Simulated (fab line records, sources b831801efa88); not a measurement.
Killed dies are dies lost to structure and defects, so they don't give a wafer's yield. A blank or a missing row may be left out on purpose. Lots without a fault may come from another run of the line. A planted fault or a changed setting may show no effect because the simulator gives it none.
fab line records | flow gf180mcu
record lots=14 wafers=39 last_day=34
route steps=602 shown MVPSD@86 MVSD@136 POLY_GATE@168 HV_LDD@222
lots that met no fault: from a run of the same line without faults
start_h: hours from the record's first day to the start of the lot's first wafer shown | wait_h: hours since the lot's step before | " the same as in the row above | L1.1+2: a row that stands for several wafers | - no value, or no start given | * or withheld: withheld | < > ~ a bound
route shown NAME@n: a module of which the file shows steps, and the number in the route of the first | usual: mean/standard deviation of fault-free wafers | same: alike in all rows | chamber/n: place in a boat | sites: the reading at each site | _std_site: their standard deviation | _edge_site: outer sites' mean less inner sites' | radius_mm: how far each site lies from the wafer's centre | mask NAME#n: copy n | behind: the tool/chamber that last shaped the wafer | hold: why the lot was held/for how many hours/how that ended | device: the transistor (n, p or np) that didn't switch | end of line: the same wafers' tests at the end of the route | a step without rows: its recipe alone | killed: dies lost to structure and defects at the first sort, not the wafer's yield | map: a wafer's dies, x killed, . not, _ none there
set.NAME: the setting as run; set.NAME@STEP: as run at that earlier step | model.NAME: the simulator's own value behind a step, which no gauge read
steps of the route over a sample of lots; a table a step, a row a wafer
services: from which hour (start_h, from the record's first day; less than 0 if before it) a tool's chamber was out of use, for how many hours, and why
## steps
# step GF_MVPSD_IMPLANT_08
# recipe species=B energy_kev=170 dose_cm2=1.5e+13 tilt_deg=0
# usual beam_on_s=10.00/0.21 faraday_current_uA=84.6/1.8
# columns lot.wafer tool chamber start_h wait_h beam_on_s faraday_current_uA
L773.1 implanter-04 0 101.22 0.0 10.15 83.7
L773.5 " 0 " " 9.82 86.4
L773.6 " 0 " " 10.54 80.4
L774.1 implanter-02 0 103.87 0.0 10.22 82.9
L774.5 " 0 " " 9.94 85.0
L774.6 " 0 " " 10.01 84.3
L775.4 implanter-04 0 114.20 0.1 9.82 86.5
L775.5 " 0 " " 9.72 87.1
L775.6 " 0 " " 10.14 82.9
L776.2 implanter-01 0 119.77 0.0 10.27 82.4
L776.3 " 0 " " 10.18 82.9
L776.6 " 0 " " 10.02 84.3
L777.3 implanter-02 0 123.02 0.1 10.07 84.0
L777.5 " 0 " " 10.00 84.7
L777.6 " 0 " " 10.29 82.5
L778.1 implanter-01 0 126.70 0.0 10.30 82.6
L778.3 " 0 " " 10.02 84.8
L778.4 " 0 " " 9.49 89.0
L781.6 implanter-02 0 145.75 0.1 11.08 76.3
L782.2 implanter-02 0 151.50 0.0 9.93 85.3
L782.6 " 0 " " 11.06 75.9
L788.3 implanter-01 0 185.82 0.1 9.78 86.3
L788.4 " 0 " " 9.71 87.0
L788.5 " 0 " " 9.97 84.4
L790.1 implanter-01 0 198.95 0.0 10.07 83.6
L790.5 " 0 " " 9.64 87.7
L790.6 " 0 " " 9.95 85.1
L791.1 implanter-01 0 204.62 0.0 10.11 83.5
L791.3 " 0 " " 9.87 85.6
L791.5 " 0 " " 10.11 83.8
L794.1 implanter-01 0 222.00 0.0 9.99 84.8
L794.4 " 0 " " 10.20 82.8
L794.5 " 0 " " 10.12 83.2
L795.1 implanter-01 0 227.12 0.0 10.25 82.8
L795.2 " 0 " " 9.85 85.7
L795.3 " 0 " " 10.05 83.9
L796.3 implanter-01 0 233.57 0.1 10.24 82.9
L796.4 " 0 " " 9.60 88.4
L796.5 " 0 " " 10.32 82.1
# step GF_MVPSD_TW_MEAS_11
# usual MVPSD_TW=549.4/2.5
# columns lot.wafer tool chamber start_h wait_h MVPSD_TW
L773.1 film_metro-02 - 101.62 0.1 550.4
L773.5 " - " " 555.4
L773.6 " - " " 553.8
L774.1 film_metro-03 - 104.27 0.1 548.0
L774.5 " - " " 545.3
L774.6 " - " " 547.9
L775.4 film_metro-04 - 114.55 0.1 548.8
L775.5 " - " " 547.0
L775.6 " - " " 548.5
L776.2 film_metro-03 - 120.16 0.1 549.2
L776.3 " - " " 549.4
L776.6 " - " " 548.4
L777.3 film_metro-04 - 123.39 0.1 551.0
L777.5 " - " " 550.6
L777.6 " - " " 547.6
L778.1 film_metro-02 - 127.10 0.1 556.4
L778.3 " - " " 556.2
L778.4 " - " " 555.0
L781.6 film_metro-04 - 146.07 0.1 562.2
L782.2 film_metro-02 - 151.88 0.1 551.1
L782.6 " - " " 565.4
L788.3 film_metro-04 - 186.19 0.1 552.0
L788.4 " - " " 549.6
L788.5 " - " " 549.2
L790.1 film_metro-03 - 199.35 0.1 548.3
L790.5 " - " " 546.4
L790.6 " - " " 546.8
L791.1 film_metro-02 - 205.02 0.1 551.9
L791.3 " - " " 547.6
L791.5 " - " " 549.7
L794.1 film_metro-03 - 222.40 0.1 546.6
L794.4 " - " " 542.4
L794.5 " - " " 545.2
L795.1 film_metro-02 - 227.52 0.1 548.8
L795.2 " - " " 551.6
L795.3 " - " " 551.2
L796.3 film_metro-03 - 233.94 0.1 544.8
L796.4 " - " " 547.1
L796.5 " - " " 548.5
# step GF_VT_IMPLANT_RS_MEAS_46
# recipe thk_meas_gauge=four-point-probe
# usual MVSD_RS=456.9/1.4
# columns lot.wafer tool chamber start_h wait_h MVSD_RS[ohm/sq]
L773.1 film_metro-04 - 163.04 0.1 455.9
L773.5 " - " " 455.0
L773.6 " - " " 454.9
L774.1 film_metro-04 - 166.21 0.1 456.5
L774.5 " - " " 457.3
L774.6 " - " " 458.3
L775.4 film_metro-02 - 177.50 0.1 457.7
L775.5 " - " " 458.9
L775.6 " - " " 457.1
L776.2 film_metro-03 - 183.50 0.1 456.6
L776.3 " - " " 456.3
L776.6 " - " " 457.6
L777.3 film_metro-02 - 187.95 0.1 456.7
L777.5 " - " " 456.5
L777.6 " - " " 456.9
L778.1 film_metro-04 - 190.93 0.1 457.9
L778.3 " - " " 459.6
L778.4 " - " " 458.7
L781.6 film_metro-04 - 212.64 0.1 455.7
L782.2 film_metro-04 - 218.56 0.1 457.9
L782.6 " - " " 460.5
L788.3 film_metro-02 - 257.28 0.1 455.5
L788.4 " - " " 456.3
L788.5 " - " " 455.5
L790.1 film_metro-02 - 271.61 0.1 455.6
L790.5 " - " " 457.6
L790.6 " - " " 457.6
L791.1 film_metro-02 - 278.46 0.1 456.7
L791.3 " - " " 457.4
L791.5 " - " " 455.3
L794.1 film_metro-02 - 299.67 0.1 455.0
L794.4 " - " " 455.2
L794.5 " - " " 454.0
L795.1 film_metro-02 - 303.63 0.1 456.1
L795.2 " - " " 456.8
L795.3 " - " " 457.3
L796.3 film_metro-02 - 311.45 0.1 457.6
L796.4 " - " " 458.7
L796.5 " - " " 459.0
# step GF_VT_IMPLANT_RS_MEAS_49
# recipe thk_meas_gauge=four-point-probe
# usual MVPSD_RS=1168/3.3
# columns lot.wafer tool chamber start_h wait_h MVPSD_RS[ohm/sq]
L773.1 film_metro-04 - 163.40 0.1 1168
L773.5 " - " " 1171
L773.6 " - " " 1168
L774.1 film_metro-04 - 166.57 0.1 1164
L774.5 " - " " 1170
L774.6 " - " " 1169
L775.4 film_metro-02 - 177.86 0.1 1167
L775.5 " - " " 1167
L775.6 " - " " 1167
L776.2 film_metro-03 - 183.86 0.1 1168
L776.3 " - " " 1170
L776.6 " - " " 1171
L777.3 film_metro-02 - 188.31 0.1 1163
L777.5 " - " " 1162
L777.6 " - " " 1166
L778.1 film_metro-04 - 191.29 0.1 1170
L778.3 " - " " 1172
L778.4 " - " " 1172
L781.6 film_metro-04 - 213.00 0.1 1104
L782.2 film_metro-04 - 218.92 0.1 1169
L782.6 " - " " 1109
L788.3 film_metro-02 - 257.64 0.1 1164
L788.4 " - " " 1166
L788.5 " - " " 1167
L790.1 film_metro-02 - 271.97 0.1 1165
L790.5 " - " " 1167
L790.6 " - " " 1166
L791.1 film_metro-02 - 278.82 0.1 1166
L791.3 " - " " 1164
L791.5 " - " " 1166
L794.1 film_metro-02 - 300.03 0.1 1168
L794.4 " - " " 1169
L794.5 " - " " 1169
L795.1 film_metro-02 - 303.99 0.1 1161
L795.2 " - " " 1165
L795.3 " - " " 1166
L796.3 film_metro-02 - 311.81 0.1 1170
L796.4 " - " " 1170
L796.5 " - " " 1170
# step GF_POLY_GATE_OVL_MEAS_11
# usual POLY_GATE_OVL=-1/6.2
# columns lot.wafer tool chamber start_h wait_h POLY_GATE_OVL[nm]
L773.1 overlay-01 - 200.95 0.1 2
L773.5 " - " " -1
L773.6 " - " " -1
L774.1 overlay-01 - 204.77 0.1 -9
L774.5 " - " " -10
L774.6 " - " " 1
L775.4 overlay-02 - 216.32 0.1 -2
L775.5 " - " " 3
L775.6 " - " " 3
L776.2 overlay-02 - 223.47 0.1 10
L776.3 " - " " 5
L776.6 " - " " 10
L777.3 overlay-02 - 227.53 0.1 0
L777.5 " - " " -4
L777.6 " - " " -3
L778.1 overlay-02 - 230.95 0.1 -3
L778.3 " - " " -5
L778.4 " - " " 4
L781.6 overlay-02 - 253.65 0.0 -5
L782.2 overlay-02 - 260.77 0.1 6
L782.6 " - " " 6
L788.3 overlay-01 - 301.49 0.1 1
L788.4 " - " " 8
L788.5 " - " " -4
L790.1 overlay-01 - 318.28 0.1 2
L790.5 " - " " -3
L790.6 " - " " -6
L791.1 overlay-01 - 326.30 0.1 -4
L791.3 " - " " 0
L791.5 " - " " -2
L794.1 overlay-01 - 347.65 0.1 -3
L794.4 " - " " 9
L794.5 " - " " -4
L795.1 overlay-02 - 351.38 0.1 4
L795.2 " - " " -5
L795.3 " - " " -1
L796.3 overlay-02 - 359.18 0.1 3
L796.4 " - " " 9
L796.5 " - " " -3
# step GF_HV_LDD_CD_MEAS_46
# recipe target_cd_nm=400
# usual cd_nm=399.6/2.2
# columns lot.wafer tool chamber start_h wait_h cd_nm
L773.1 cd_sem-01 - 278.13 0.1 402.0
L773.5 " - " " 402.1
L773.6 " - " " 400.4
L774.1 cd_sem-01 - 280.78 0.1 396.9
L774.5 " - " " 397.4
L774.6 " - " " 398.5
L775.4 cd_sem-01 - 293.59 0.1 398.0
L775.5 " - " " 399.8
L775.6 " - " " 399.2
L776.2 cd_sem-01 - 302.46 0.1 397.0
L776.3 " - " " 398.2
L776.6 " - " " 395.7
L777.3 cd_sem-02 - 308.50 0.1 398.6
L777.5 " - " " 395.3
L777.6 " - " " 398.8
L778.1 cd_sem-02 - 310.51 0.2 401.0
L778.3 " - " " 398.6
L778.4 " - " " 398.2
L781.6 cd_sem-02 - 336.38 0.1 398.7
L782.2 cd_sem-02 - 344.13 0.1 398.0
L782.6 " - " " 400.0
L788.3 cd_sem-01 - 390.02 0.1 396.8
L788.4 " - " " 397.0
L788.5 " - " " 396.8
L790.1 cd_sem-01 - 410.91 0.1 401.8
L790.5 " - " " 398.5
L790.6 " - " " 397.9
L791.1 cd_sem-01 - 420.93 0.1 402.2
L791.3 " - " " 402.6
L791.5 " - " " 404.1
L794.1 cd_sem-02 - 445.51 0.1 400.5
L794.4 " - " " 401.9
L794.5 " - " " 401.3
L795.1 cd_sem-01 - 448.73 0.1 401.2
L795.2 " - " " 397.3
L795.3 " - " " 402.3
L796.3 cd_sem-01 - 457.12 0.1 397.7
L796.4 " - " " 398.5
L796.5 " - " " 398.1
## services
# columns tool chamber start_h hours kind
implanter-01 - 100.43 3.3 repair
implanter-02 - 211.12 1.9 repair
implanter-02 - 220.32 3.8 pm
## key
first_sign step=GF_MVPSD_IMPLANT_08 reading=beam_on_s direction=up sigmas=5.1 usual=10.00 struck=11.07
effect step=GF_MVPSD_IMPLANT_08 reading=faraday_current_uA direction=down sigmas=4.8 usual=84.6 struck=76.1
effect step=GF_MVPSD_TW_MEAS_11 reading=MVPSD_TW direction=up sigmas=5.8 usual=549.4 struck=563.8
effect step=GF_VT_IMPLANT_RS_MEAS_49 reading=MVPSD_RS direction=down sigmas=19 usual=1168 struck=1107
met_at GF_MVPSD_IMPLANT_08
struck_lots L781,L782
struck_wafers L781.6,L782.6
tester_left_out L781,L782
not_acting_at GF_VT_IMPLANT_RS_MEAS_46,GF_POLY_GATE_OVL_MEAS_11,GF_HV_LDD_CD_MEAS_46
onset_between 123.02 145.75
fault kind=process_parameter_drift tool=implanter-02 chamber=- onset_h=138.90 steps=GF_MVPSD_IMPLANT_08 channel=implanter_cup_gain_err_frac offset=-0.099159 shape=step end_h=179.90 scope=struck_wafers_only
# tester_left_out: of these lots the tester's yield and bins aren't shown, on N5 and GAA mostly nor the transistor test; their killed dies are dies lost to structure and defects alone, not to doping, threshold or leakage, so they don't give the yield
